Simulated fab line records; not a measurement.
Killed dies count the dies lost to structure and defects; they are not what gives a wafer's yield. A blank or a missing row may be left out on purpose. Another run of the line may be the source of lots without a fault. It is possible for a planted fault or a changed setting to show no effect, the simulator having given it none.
What tool caused it? + flow gf180mcu + 13 lots with 39 wafers sampled at 3 steps, on a route of 602 steps

WHAT THE GAUGES READ, wafer by wafer
GF_DNWELL_TW_MEAS_09. Usual: DNWELL_TW typically reads 1353, with standard deviation 7.9.
| lot  | measured    | on            | DNWELL_TW      | flag |
|------|-------------|---------------|----------------|------|
| L109 | day 2 18:23 | film-metro-04 | 1350 1360 1353 |      |
| L111 | day 3 04:30 | film-metro-01 | 1352 1356 1356 |      |
| L112 | day 3 11:12 | film-metro-04 | 1369 1362 1367 |      |
| L113 | day 3 16:05 | film-metro-02 | 1354 1358 1351 |      |
| L114 | day 3 22:01 | film-metro-02 | 1511 1512 1518 | OFF  |
| L115 | day 4 03:46 | film-metro-01 | 1519 1520 1533 | OFF  |
| L119 | day 5 00:55 | film-metro-01 | 1353 1350 1347 |      |
| L127 | day 6 18:14 | film-metro-04 | 1371 1371 1373 |      |
| L128 | day 6 23:55 | film-metro-02 | 1349 1344 1350 |      |
| L129 | day 7 05:33 | film-metro-02 | 1339 1346 1348 |      |
| L130 | day 7 11:15 | film-metro-04 | 1344 1336 1343 |      |
| L131 | day 7 15:48 | film-metro-01 | 1359 1353 1355 |      |
| L132 | day 7 20:44 | film-metro-01 | 1343 1344 1341 |      |

GF_HV_LDD_OVL_MEAS_47. Usual: HV_LDD_03_OVL typically reads -1.1 nm, with standard deviation 1.5.
| lot  | measured     | on         | HV_LDD_03_OVL (nm) | flag |
|------|--------------|------------|--------------------|------|
| L109 | day 12 04:52 | overlay-01 | -1.3 -3.1 -4.0     |      |
| L111 | day 13 03:43 | overlay-01 | -4.2 -2.3 -2.8     |      |
| L112 | day 13 09:22 | overlay-02 | -1.0 -0.1 -1.8     |      |
| L113 | day 13 15:45 | overlay-01 | -2.7 -2.2 -3.2     |      |
| L114 | day 14 02:29 | overlay-01 | -2.4 -1.5 -0.9     |      |
| L115 | day 14 12:07 | overlay-01 | -2.3 -2.0 -1.4     |      |
| L119 | day 15 17:37 | overlay-01 | -0.7 -1.8 1.7      |      |
| L127 | day 18 11:12 | overlay-02 | 2.1 0.0 -1.4       |      |
| L128 | day 18 18:13 | overlay-02 | 1.3 -0.5 -0.2      |      |
| L129 | day 19 04:52 | overlay-02 | -2.4 0.1 -2.3      |      |
| L130 | day 19 12:51 | overlay-02 | 0.2 -0.3 0.5       |      |
| L131 | day 19 18:01 | overlay-02 | 2.6 2.1 -0.6       |      |
| L132 | day 19 22:57 | overlay-02 | -0.7 0.0 -1.0      |      |

EACH LOT AND THE TOOL THAT RAN IT (in order: tool; ch and the chambers of the sampled wafers; start)
| lot  | GF_DNWELL_IMPLANT_07           |
|------|--------------------------------|
| L109 | implanter-01 ch 0, day 2 18:08 |
| L111 | implanter-01 ch 0, day 3 04:16 |
| L112 | implanter-01 ch 0, day 3 10:57 |
| L113 | implanter-01 ch 0, day 3 15:50 |
| L114 | implanter-01 ch 0, day 3 21:47 |
| L115 | implanter-01 ch 0, day 4 03:31 |
| L119 | implanter-03 ch 0, day 5 00:41 |
| L127 | implanter-01 ch 0, day 6 17:59 |
| L128 | implanter-04 ch 0, day 6 23:40 |
| L129 | implanter-03 ch 0, day 7 05:18 |
| L130 | implanter-04 ch 0, day 7 11:00 |
| L131 | implanter-01 ch 0, day 7 15:34 |
| L132 | implanter-03 ch 0, day 7 20:29 |
- GF_DNWELL_IMPLANT_07

AS READ BY THE TOOLS THEMSELVES (means over the sampled wafers that have a number; for cases with no such wafer, the mark the record gives instead)
GF_DNWELL_IMPLANT_07. Usual: faraday-current-uA 56.4, standard deviation 1.2; tilt-deg -0.001 degrees, standard deviation 0.022.
| lot  | tool         | faraday-current-uA | tilt-deg (degrees) | flag |
|------|--------------|--------------------|--------------------|------|
| L109 | implanter-01 | 56.3               | -0.001             |      |
| L111 | implanter-01 | 56.6               | 0.015              |      |
| L112 | implanter-01 | 55.7               | -0.020             |      |
| L113 | implanter-01 | 55.3               | -0.004             |      |
| L114 | implanter-01 | 55.7               | 4.277              | OFF  |
| L115 | implanter-01 | 56.1               | 4.270              | OFF  |
| L119 | implanter-03 | 57.0               | 0.020              |      |
| L127 | implanter-01 | 56.7               | 0.032              |      |
| L128 | implanter-04 | 56.3               | -0.011             |      |
| L129 | implanter-03 | 55.8               | -0.015             |      |
| L130 | implanter-04 | 57.3               | 0.018              |      |
| L131 | implanter-01 | 56.3               | -0.003             |      |
| L132 | implanter-03 | 55.9               | 0.022              |      |

THE ANSWER, worked out from the rows above alone
Rule: lot off if the mean of its wafers having a number is beyond 3 standard deviations from the usual mean. Also off: a lot with no number at a reading for which 4 or more lots have one. Any other lot the step has rows for is counted as sound. Order of review: gauges by route order, followed by the tools' own readings, for which a lot's mean as printed above is used. The first step at which some lot is off is used, and at that step the reading that is off furthest; a lot without a number counts as furthest.
Off: L114, L115, at GF_DNWELL_TW_MEAS_09 (DNWELL_TW).
If a tool, at a process step before that reading, ran all the lots that are off and no sound lot after the first of them, it fits. Not tried: the gauges at GF_DNWELL_TW_MEAS_09; whatever is off there is also off at GF_DNWELL_IMPLANT_07, on other tools, and gauge error can't account for it. Of those tried, none fits.

WHAT WAS PUT IN BY THE SIMULATOR
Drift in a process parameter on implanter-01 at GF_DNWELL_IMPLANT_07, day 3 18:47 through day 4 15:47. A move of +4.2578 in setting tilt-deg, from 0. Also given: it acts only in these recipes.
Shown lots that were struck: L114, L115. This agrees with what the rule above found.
